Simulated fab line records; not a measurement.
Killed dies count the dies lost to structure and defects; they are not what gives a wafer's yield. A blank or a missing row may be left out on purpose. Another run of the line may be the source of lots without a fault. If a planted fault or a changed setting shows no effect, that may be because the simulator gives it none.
fab line records	flow sky130
record lots=14	wafers=42	last-day=50
route steps=708 shown METAL2@484 PAD_OPEN@708
lots with no fault: from the same line, run without faults
start-h: hours from the record's opening day to when the first of the lot's shown wafers began	wait-h: how many hours have passed since the lot's step before this one	" unchanged from the row above	L1.1+2: several wafers, shown together as one row	- value missing, or start not given	* or withheld: withheld	< > ~ a bound
route shown NAME@n: names a module that has steps shown in the file, with the first one's number in the route	usual: the fault-free wafers' mean and standard deviation	same: alike in all rows	chamber/n: place in a boat	sites: the reading at each site	_std_site: how widely they spread, as a standard deviation	_edge_site: mean of outer sites minus mean of inner sites	radius-mm: for every site, how far away it sits from the centre of the wafer	mask NAME#n: copy n	behind: the tool/chamber that last shaped the wafer	hold: the reason the lot was held/the length of the hold in hours/how it ended	device: which transistor (n, p or np) failed to switch	end of line: the tests these same wafers got at the end of their route	for a step that has no rows: nothing shown but its recipe	killed: at the first sort, the dies lost to defects and structure; wafer yield is something else	map: shows each die of a wafer: x if killed, . if not, _ if none is there
set.NAME: the run value of the setting; set.NAME@STEP: its run value at that earlier step	model.NAME: the simulator's own value behind a step, which no gauge read
the route's steps for a sample of lots (tables are steps, rows are wafers)
services: a tool's chamber out of use, with start hour (start-h, from the record's first day; less than 0 if before it), hours out, and reason
## steps
# step SKY_METAL2_SPUTTER_01
# recipe material=TiN	target-thk-nm=20	power-w=6500	time-s=16.7	chamber-pressure-pa=0.4
# usual cathode-dc-power-W=6499.9/1.1	throttle-valve-pct=29.8/1.3
lot.wafer	tool	chamber	start-h	wait-h	cathode-dc-power-W	throttle-valve-pct
L744.3	pvd-sputter-04	-	792.82	0.0	6499.8	30.5
L744.5	"	-	"	"	6500.9	30.1
L744.6	"	-	"	"	6498.7	31.0
L747.3	pvd-sputter-03	-	823.08	0.0	6499.0	30.4
L747.4	"	-	"	"	6499.8	27.7
L747.5	"	-	"	"	6499.3	30.2
L746.1	pvd-sputter-03	-	828.29	0.0	6499.0	28.2
L746.2	"	-	"	"	6500.0	32.5
L746.5	"	-	"	"	6500.0	28.2
L748.2	pvd-sputter-03	-	837.15	0.0	7091.5	27.8
L748.3	"	-	"	"	7089.0	28.0
L748.5	"	-	"	"	7088.9	27.6
L749.2	pvd-sputter-04	-	840.57	0.0	6499.9	30.0
L749.5	"	-	"	"	6499.0	31.2
L749.6	"	-	"	"	6499.0	29.5
L751.3	pvd-sputter-03	-	846.91	0.0	7090.6	28.0
L751.4	"	-	"	"	7091.5	32.3
L751.6	"	-	"	"	7090.3	28.1
L758.1	pvd-sputter-01	-	911.60	0.0	6499.9	28.6
L758.3	"	-	"	"	6498.9	29.3
L758.4	"	-	"	"	6498.0	29.9
L760.1	pvd-sputter-03	-	915.83	0.0	6501.2	32.3
L760.3	"	-	"	"	6498.6	27.9
L760.5	"	-	"	"	6500.3	32.7
L759.2	pvd-sputter-04	-	920.08	0.0	6500.2	31.2
L759.5	"	-	"	"	6501.5	31.1
L759.6	"	-	"	"	6499.6	29.9
L762.3	pvd-sputter-03	-	935.50	0.0	6498.3	27.8
L762.4	"	-	"	"	6499.5	27.8
L762.5	"	-	"	"	6499.5	27.8
L763.1	pvd-sputter-03	-	936.17	0.0	6500.3	30.3
L763.5	"	-	"	"	6497.8	28.0
L763.6	"	-	"	"	6499.1	29.9
L765.1	pvd-sputter-03	-	948.25	0.0	6498.3	28.0
L765.4	"	-	"	"	6500.4	30.2
L765.6	"	-	"	"	6499.0	29.9
L764.1	pvd-sputter-01	-	950.34	0.0	6501.3	28.5
L764.2	"	-	"	"	6499.8	30.4
L764.5	"	-	"	"	6502.1	30.3
L767.4	pvd-sputter-04	-	966.83	0.0	6499.0	30.6
L767.5	"	-	"	"	6501.3	31.5
L767.6	"	-	"	"	6498.9	29.9
# step SKY_PAD_OPEN_PROBE_99
# usual defect-limited-yield=82.8/1.9	killed_at_M0_to_M3=43/7.3	killed_at_M4_up=3.6/1.9	killed-at-contacts=23/5.3	killed-at-front-end=15/4.5	killed-at-other=0.3/0.72	killed-dies=85/9.4	killed-open=46/6.7	killed-short=38/6.8	sort_bin_3_pad_short=0.8/0.36	sort_bin_5_function=10.1/1.3	sort_bin_6_memory=6.3/1.2	sort-n-pass=407/9.4	sort-yield-pct=82.8/1.9
# same gross-dies=492	killed-at-back-side=0	sort_bin_4_leakage[%]=0	sort_bin_8_speed[%]=0
lot.wafer	tool	chamber	start-h	wait-h	defect-limited-yield[%]	killed_at_M0_to_M3	killed_at_M4_up	killed-at-contacts	killed-at-front-end	killed-at-other	killed-dies	killed-open	killed-short	sort_bin_3_pad_short[%]	sort_bin_5_function[%]	sort_bin_6_memory[%]	sort-n-pass	sort-yield-pct[%]
L744.3	prober-01	-	1076.26	0.2	82.9	53	4	16	9	2	84	42	41	1.0	10.0	6.1	408	82.9
L744.5	prober-01	-	1076.36	0.2	81.9	44	2	26	17	0	89	48	40	1.2	10.6	6.3	403	81.9
L744.6	prober-01	-	1076.41	0.2	85.6	25	3	25	13	5	71	41	25	0.2	10.8	3.5	421	85.6
L747.3	prober-01	-	1099.16	0.2	86.0	40	2	17	10	0	69	45	24	0.8	7.7	5.5	423	86.0
L747.4	prober-01	-	1099.21	0.2	80.5	44	7	26	16	3	96	52	41	1.0	11.0	7.5	396	80.5
L747.5	prober-01	-	1099.26	0.2	81.5	48	2	27	13	1	91	51	39	0.6	11.6	6.3	401	81.5
L746.1	prober-02	-	1103.47	0.1	80.1	46	3	30	19	0	98	61	37	0.2	12.4	7.3	394	80.1
L746.2	prober-02	-	1103.52	0.1	78.9	58	9	29	8	0	104	67	37	1.2	13.0	6.9	388	78.9
L746.5	prober-02	-	1103.67	0.2	78.3	52	3	29	20	3	107	55	52	0.6	12.8	8.3	385	78.3
L748.2	prober-01	-	1109.92	0.1	86.2	38	3	17	10	0	68	44	22	0.6	10.4	2.8	424	86.2
L748.3	prober-01	-	1109.97	0.2	78.9	56	5	20	23	0	104	57	47	0.4	13.0	7.7	388	78.9
L748.5	prober-01	-	1110.07	0.2	81.3	49	2	32	9	0	92	47	44	1.4	9.8	7.5	400	81.3
L749.2	prober-02	-	1112.92	0.1	80.5	42	5	34	15	0	96	47	49	1.0	11.0	7.5	396	80.5
L749.5	prober-02	-	1113.07	0.2	79.9	52	3	25	17	2	99	48	51	0.8	10.2	9.1	393	79.9
L749.6	prober-02	-	1113.12	0.2	80.3	41	9	24	23	0	97	51	46	0.6	11.6	7.5	395	80.3
L751.3	prober-01	-	1116.77	0.2	83.3	39	6	26	10	1	82	32	50	1.2	10.2	5.3	410	83.3
L751.4	prober-01	-	1116.82	0.2	82.7	41	3	24	16	1	85	46	39	0.8	10.2	6.3	407	82.7
L751.6	prober-01	-	1116.92	0.2	81.5	50	4	21	16	0	91	47	44	0.8	11.4	6.3	401	81.5
L758.1	prober-01	-	1166.06	0.1	82.5	48	2	26	10	0	86	44	41	0.4	9.1	7.9	406	82.5
L758.3	prober-01	-	1166.16	0.2	81.7	54	4	22	10	0	90	46	44	0.8	9.8	7.7	402	81.7
L758.4	prober-01	-	1166.21	0.2	85.6	39	2	21	9	0	71	37	34	0.6	9.1	4.7	421	85.6
L760.1	prober-01	-	1169.47	0.1	83.7	35	5	20	20	0	80	45	34	1.2	9.8	5.3	412	83.7
L760.3	prober-01	-	1169.57	0.2	85.8	27	4	26	13	0	70	41	29	0.4	8.7	5.1	422	85.8
L760.5	prober-01	-	1169.67	0.2	83.7	40	1	18	21	0	80	44	35	0.4	10.0	5.9	412	83.7
L759.2	prober-02	-	1170.86	0.1	81.1	43	6	27	17	0	93	48	45	0.8	9.1	8.9	399	81.1
L759.5	prober-02	-	1171.01	0.2	84.3	33	3	26	14	1	77	45	32	0.6	8.7	6.3	415	84.3
L759.6	prober-02	-	1171.06	0.2	82.1	51	4	22	11	0	88	42	46	0.6	10.4	6.9	404	82.1
L762.3	prober-02	-	1180.51	0.2	83.7	39	2	25	14	0	80	38	42	0.2	11.4	4.7	412	83.7
L762.4	prober-02	-	1180.56	0.2	79.5	45	7	32	17	0	101	59	42	1.2	11.0	8.3	391	79.5
L762.5	prober-02	-	1180.61	0.2	83.3	44	3	28	7	0	82	43	39	0.6	11.2	4.9	410	83.3
L763.1	prober-01	-	1182.77	0.1	82.1	43	5	19	21	0	88	49	39	1.0	10.8	6.1	404	82.1
L763.5	prober-01	-	1182.97	0.2	84.1	44	2	16	16	0	78	41	37	0.6	8.1	7.1	414	84.1
L763.6	prober-01	-	1183.02	0.2	82.9	41	3	22	17	1	84	32	52	1.4	10.2	5.5	408	82.9
L765.1	prober-02	-	1190.51	0.1	82.5	44	5	17	20	0	86	45	41	1.6	8.9	6.9	406	82.5
L765.4	prober-02	-	1190.66	0.2	83.9	43	4	19	13	0	79	38	41	1.2	8.9	5.9	413	83.9
L765.6	prober-02	-	1190.76	0.2	85.6	39	3	13	16	0	71	32	39	0.6	7.7	6.1	421	85.6
L764.1	prober-01	-	1192.01	0.1	86.2	26	3	29	10	0	68	42	26	1.0	7.3	5.5	424	86.2
L764.2	prober-01	-	1192.06	0.1	82.1	33	1	28	25	1	88	49	39	1.4	8.5	7.9	404	82.1
L764.5	prober-01	-	1192.21	0.2	84.8	41	2	20	12	0	75	35	40	0.4	9.1	5.7	417	84.8
L767.4	prober-01	-	1203.35	0.2	82.1	47	3	25	12	1	88	41	45	1.0	9.1	7.7	404	82.1
L767.5	prober-01	-	1203.40	0.2	82.1	46	4	25	13	0	88	50	37	0.6	10.2	7.1	404	82.1
L767.6	prober-01	-	1203.45	0.2	84.3	55	3	13	6	0	77	46	31	0.6	10.4	4.7	415	84.3
# killed by level:class
L744.3 VIA2:geometric-particle:open=10 VIA1:geometric-particle:open=8 METAL2:geometric-particle:short=6 METAL3:geometric-particle:short=6 CONTACT:geometric-particle:open=5 METAL1:geometric-particle:short=5 VIA3:geometric-particle:short=5 LI_CONTACT:geometric-particle:open=4
L744.5 CONTACT:geometric-particle:open=8 VIA2:geometric-particle:open=7 FIELD_ISO:geometric-particle:open=6 LI_CONTACT:geometric-particle:open=6 VIA3:geometric-particle:open=6 CONTACT:geometric-particle:short=5 VIA1:geometric-particle:open=5 METAL2:geometric-particle:short=5
L744.6 LI_CONTACT:geometric-particle:open=9 VIA1:geometric-particle:open=6 LOCAL_INTERCONNECT:geometric-particle:short=5 PASSIVATION:coat-microbubble-printed=5 CONTACT:geometric-particle:short=5 POLY_GATE:geometric-particle:open=4 CONTACT:geometric-particle:open=4 FIELD_ISO:geometric-particle:open=3
L747.3 VIA3:geometric-particle:open=10 CONTACT:geometric-particle:open=9 VIA1:geometric-particle:open=7 LI_CONTACT:geometric-particle:open=5 VIA1:geometric-particle:short=5 METAL2:geometric-particle:short=5 FIELD_ISO:geometric-particle:open=4 VIA2:geometric-particle:open=4
L747.4 METAL2:geometric-particle:short=9 VIA1:geometric-particle:open=8 CONTACT:geometric-particle:open=8 VIA2:geometric-particle:open=8 LOCAL_INTERCONNECT:geometric-particle:short=6 VIA3:geometric-particle:open=6 LI_CONTACT:geometric-particle:open=5 METAL1:geometric-particle:short=5
L747.5 CONTACT:geometric-particle:open=12 VIA2:geometric-particle:open=11 VIA1:geometric-particle:open=10 METAL1:geometric-particle:short=6 METAL2:geometric-particle:short=6 LI_CONTACT:geometric-particle:open=5 FIELD_ISO:geometric-particle:open=4 FIELD_ISO:geometric-particle:short=4
L746.1 VIA2:geometric-particle:open=12 LI_CONTACT:geometric-particle:open=10 CONTACT:geometric-particle:open=9 VIA1:geometric-particle:open=9 FIELD_ISO:geometric-particle:open=7 VIA3:geometric-particle:open=6 CONTACT:geometric-particle:short=5 METAL1:geometric-particle:short=5
L746.2 VIA1:geometric-particle:open=14 CONTACT:geometric-particle:open=12 VIA3:geometric-particle:open=9 LI_CONTACT:geometric-particle:open=8 VIA2:geometric-particle:open=8 VIA1:geometric-particle:short=6 METAL1:geometric-particle:short=5 VIA2:geometric-particle:short=5
L746.5 VIA3:geometric-particle:open=12 VIA1:geometric-particle:open=10 VIA2:geometric-particle:open=8 LI_CONTACT:geometric-particle:open=6 LI_CONTACT:geometric-particle:short=6 CONTACT:geometric-particle:short=6 METAL1:geometric-particle:short=6 METAL2:geometric-particle:short=6
L748.2 VIA1:geometric-particle:open=15 CONTACT:geometric-particle:open=8 METAL1:geometric-particle:short=6 VIA3:geometric-particle:open=5 FIELD_ISO:geometric-particle:open=4 LOCAL_INTERCONNECT:geometric-particle:short=4 VIA1:geometric-particle:short=4 POLY_GATE:geometric-particle:open=3
L748.3 VIA1:geometric-particle:open=14 CONTACT:geometric-particle:open=10 VIA3:geometric-particle:open=10 FIELD_ISO:geometric-particle:open=7 FIELD_ISO:geometric-particle:short=6 VIA1:geometric-particle:short=6 VIA2:geometric-particle:open=6 METAL1:geometric-particle:short=5
L748.5 CONTACT:geometric-particle:open=13 METAL1:geometric-particle:short=8 LI_CONTACT:geometric-particle:open=7 CONTACT:geometric-particle:short=7 VIA1:geometric-particle:open=7 VIA1:geometric-particle:short=6 METAL2:geometric-particle:short=6 VIA3:geometric-particle:open=5
L749.2 CONTACT:geometric-particle:open=15 VIA1:geometric-particle:open=11 POLY_GATE:geometric-particle:short=6 METAL1:geometric-particle:short=6 LOCAL_INTERCONNECT:geometric-particle:short=6 CONTACT:geometric-particle:short=6 VIA1:geometric-particle:short=6 FIELD_ISO:geometric-particle:open=5
L749.5 VIA1:geometric-particle:open=13 METAL3:geometric-particle:short=8 VIA2:geometric-particle:open=7 CONTACT:geometric-particle:open=6 VIA3:geometric-particle:short=6 FIELD_ISO:geometric-particle:short=5 CONTACT:geometric-particle:short=5 VIA1:geometric-particle:short=5
L749.6 CONTACT:geometric-particle:open=12 POLY_GATE:geometric-particle:open=9 VIA1:geometric-particle:open=7 METAL4:geometric-particle:short=7 METAL1:geometric-particle:short=6 METAL2:geometric-particle:short=5 VIA2:geometric-particle:open=5 VIA3:geometric-particle:open=5
L751.3 METAL1:geometric-particle:short=10 LI_CONTACT:geometric-particle:open=7 VIA3:geometric-particle:open=7 CONTACT:geometric-particle:open=7 LOCAL_INTERCONNECT:geometric-particle:short=6 CONTACT:geometric-particle:short=6 METAL2:geometric-particle:short=6 METAL4:geometric-particle:short=6
L751.4 VIA1:geometric-particle:open=10 LI_CONTACT:geometric-particle:open=7 LOCAL_INTERCONNECT:geometric-particle:short=7 METAL1:geometric-particle:short=7 CONTACT:geometric-particle:open=6 VIA2:geometric-particle:open=5 FIELD_ISO:geometric-particle:open=4 VIA1:geometric-particle:short=4
L751.6 VIA1:geometric-particle:open=13 CONTACT:geometric-particle:open=10 VIA3:geometric-particle:open=7 VIA1:geometric-particle:short=7 VIA2:geometric-particle:open=6 FIELD_ISO:geometric-particle:short=4 POLY_GATE:geometric-particle:short=4 LI_CONTACT:geometric-particle:open=4
L758.1 CONTACT:geometric-particle:open=11 METAL1:geometric-particle:short=10 VIA1:geometric-particle:open=8 LOCAL_INTERCONNECT:geometric-particle:short=7 VIA3:geometric-particle:open=7 VIA1:geometric-particle:short=7 METAL2:geometric-particle:short=5 LI_CONTACT:geometric-particle:open=4
L758.3 VIA3:geometric-particle:open=13 METAL1:geometric-particle:short=12 VIA1:geometric-particle:open=10 CONTACT:geometric-particle:open=8 VIA1:geometric-particle:short=7 LI_CONTACT:geometric-particle:open=5 LOCAL_INTERCONNECT:geometric-particle:short=4 CONTACT:geometric-particle:short=4
L758.4 METAL1:geometric-particle:short=9 VIA1:geometric-particle:open=8 LI_CONTACT:geometric-particle:open=7 VIA2:geometric-particle:open=7 VIA3:geometric-particle:open=5 FIELD_ISO:geometric-particle:short=4 LOCAL_INTERCONNECT:geometric-particle:short=4 CONTACT:geometric-particle:open=4
L760.1 VIA1:geometric-particle:open=10 LI_CONTACT:geometric-particle:open=8 FIELD_ISO:geometric-particle:short=5 POLY_GATE:geometric-particle:open=5 CONTACT:geometric-particle:short=5 POLY_GATE:geometric-particle:short=4 VIA3:geometric-particle:open=4 VIA2:geometric-particle:open=4
L760.3 CONTACT:geometric-particle:open=12 VIA2:geometric-particle:open=10 LI_CONTACT:geometric-particle:open=5 FIELD_ISO:geometric-particle:short=4 CONTACT:geometric-particle:short=4 VIA1:geometric-particle:open=4 METAL1:geometric-particle:short=3 METAL2:geometric-particle:short=3
L760.5 CONTACT:geometric-particle:open=9 METAL2:geometric-particle:short=7 VIA3:geometric-particle:open=7 POLY_GATE:geometric-particle:open=6 VIA2:geometric-particle:open=5 POLY_GATE:geometric-particle:short=4 LI_CONTACT:geometric-particle:open=4 VIA1:geometric-particle:open=4
L759.2 CONTACT:geometric-particle:short=10 CONTACT:geometric-particle:open=9 VIA1:geometric-particle:open=7 METAL1:geometric-particle:short=6 VIA2:geometric-particle:open=6 VIA3:geometric-particle:open=6 POLY_GATE:geometric-particle:open=5 METAL2:geometric-particle:short=5
L759.5 LOCAL_INTERCONNECT:geometric-particle:short=8 CONTACT:geometric-particle:open=8 VIA2:geometric-particle:open=8 VIA3:geometric-particle:open=8 LI_CONTACT:geometric-particle:open=7 VIA1:geometric-particle:open=5 POLY_GATE:geometric-particle:short=4 POLY_GATE:geometric-particle:open=4
L759.6 CONTACT:geometric-particle:open=8 VIA2:geometric-particle:open=7 METAL1:geometric-particle:short=7 VIA1:geometric-particle:open=7 VIA1:geometric-particle:short=7 METAL2:geometric-particle:short=6 FIELD_ISO:geometric-particle:short=5 LI_CONTACT:geometric-particle:open=5
L762.3 CONTACT:geometric-particle:open=8 METAL1:geometric-particle:short=8 VIA1:geometric-particle:short=7 VIA2:geometric-particle:open=7 VIA1:geometric-particle:open=6 LI_CONTACT:geometric-particle:short=5 FIELD_ISO:geometric-particle:short=4 LI_CONTACT:geometric-particle:open=4
L762.4 LI_CONTACT:geometric-particle:open=12 VIA1:geometric-particle:open=11 CONTACT:geometric-particle:open=7 CONTACT:geometric-particle:short=7 VIA2:geometric-particle:open=7 METAL1:geometric-particle:short=6 VIA1:geometric-particle:short=6 VIA3:geometric-particle:open=6
L762.5 LI_CONTACT:geometric-particle:open=11 VIA2:geometric-particle:open=9 VIA1:geometric-particle:open=8 VIA1:geometric-particle:short=7 CONTACT:geometric-particle:short=6 VIA3:geometric-particle:open=5 LOCAL_INTERCONNECT:geometric-particle:short=5 METAL1:geometric-particle:short=5
L763.1 VIA3:geometric-particle:open=8 POLY_GATE:geometric-particle:open=7 VIA1:geometric-particle:open=7 FIELD_ISO:geometric-particle:short=6 LI_CONTACT:geometric-particle:open=6 CONTACT:geometric-particle:open=6 LI_CONTACT:geometric-particle:short=5 METAL4:geometric-particle:short=5
L763.5 METAL1:geometric-particle:short=11 VIA1:geometric-particle:open=10 VIA3:geometric-particle:open=7 LI_CONTACT:geometric-particle:open=6 VIA1:geometric-particle:short=6 FIELD_ISO:geometric-particle:short=4 POLY_GATE:geometric-particle:open=4 CONTACT:geometric-particle:short=4
L763.6 VIA1:geometric-particle:open=9 POLY_GATE:geometric-particle:short=6 LI_CONTACT:geometric-particle:short=6 METAL1:geometric-particle:short=6 METAL2:geometric-particle:short=6 LOCAL_INTERCONNECT:geometric-particle:short=5 FIELD_ISO:geometric-particle:open=4 VIA1:geometric-particle:short=4
L765.1 VIA1:geometric-particle:open=13 METAL1:geometric-particle:short=7 FIELD_ISO:geometric-particle:open=6 LI_CONTACT:geometric-particle:open=6 CONTACT:geometric-particle:open=6 FIELD_ISO:geometric-particle:short=5 METAL4:geometric-particle:short=4 METAL2:geometric-particle:short=3
L765.4 VIA3:geometric-particle:short=7 VIA1:geometric-particle:open=6 CONTACT:geometric-particle:open=6 METAL1:geometric-particle:short=6 METAL3:geometric-particle:short=6 FIELD_ISO:geometric-particle:open=5 CONTACT:geometric-particle:short=5 VIA3:geometric-particle:open=5
L765.6 METAL1:geometric-particle:short=10 METAL2:geometric-particle:short=8 CONTACT:geometric-particle:open=6 VIA1:geometric-particle:open=6 FIELD_ISO:geometric-particle:short=5 VIA3:geometric-particle:open=4 FIELD_ISO:geometric-particle:open=3 LI_CONTACT:geometric-particle:open=3
L764.1 CONTACT:geometric-particle:open=14 VIA1:geometric-particle:open=5 FIELD_ISO:geometric-particle:open=4 LI_CONTACT:geometric-particle:short=4 LI_CONTACT:geometric-particle:open=4 LOCAL_INTERCONNECT:geometric-particle:short=3 CONTACT:geometric-particle:short=3 VIA3:geometric-particle:open=3
L764.2 CONTACT:geometric-particle:open=9 VIA2:geometric-particle:open=9 FIELD_ISO:geometric-particle:short=8 LI_CONTACT:geometric-particle:open=8 FIELD_ISO:geometric-particle:open=6 POLY_GATE:geometric-particle:short=6 VIA1:geometric-particle:open=6 METAL2:geometric-particle:short=6
L764.5 CONTACT:geometric-particle:open=9 VIA1:geometric-particle:open=9 METAL2:geometric-particle:short=8 VIA1:geometric-particle:short=7 METAL1:geometric-particle:short=5 CONTACT:geometric-particle:short=4 VIA3:geometric-particle:open=4 FIELD_ISO:geometric-particle:short=3
L767.4 VIA1:geometric-particle:open=11 LI_CONTACT:geometric-particle:open=8 CONTACT:geometric-particle:open=7 VIA2:geometric-particle:open=6 FIELD_ISO:geometric-particle:short=5 METAL3:geometric-particle:short=5 VIA3:geometric-particle:short=5 METAL2:geometric-particle:short=4
L767.5 VIA1:geometric-particle:open=12 CONTACT:geometric-particle:open=9 VIA3:geometric-particle:open=7 LI_CONTACT:geometric-particle:open=6 LOCAL_INTERCONNECT:geometric-particle:short=5 VIA2:geometric-particle:open=5 METAL1:geometric-particle:short=5 VIA1:geometric-particle:short=4
L767.6 VIA1:geometric-particle:open=10 VIA3:geometric-particle:open=10 VIA2:geometric-particle:open=9 VIA1:geometric-particle:short=6 CONTACT:geometric-particle:open=5 METAL1:geometric-particle:short=5 METAL2:geometric-particle:short=5 LI_CONTACT:geometric-particle:open=4
## services
tool	chamber	start-h	hours	kind
pvd-sputter-01	-	770.82	3.8	repair
pvd-sputter-03	-	785.63	3.2	repair
pvd-sputter-03	-	787.59	6.3	repair
pvd-sputter-01	-	822.80	1.7	repair
pvd-sputter-04	-	829.44	5.4	repair
pvd-sputter-03	-	862.96	6.4	repair
pvd-sputter-01	-	890.55	2.6	repair
pvd-sputter-03	-	910.96	2.9	repair
## key
first-sign step=SKY_METAL2_SPUTTER_01	reading=cathode-dc-power-W	direction=up	sigmas=99+	usual=6499.9	struck=7090.3
effect none on later readings
met-at SKY_METAL2_SPUTTER_01
struck-lots L748,L751
onset-between 828.29 837.15
fault kind=process-parameter-drift	tool=pvd-sputter-03	chamber=-	onset-h=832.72	steps=SKY_METAL2_SPUTTER_01	channel=power-w	offset=*	shape=step	end-h=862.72	acts-in=*	stated=*
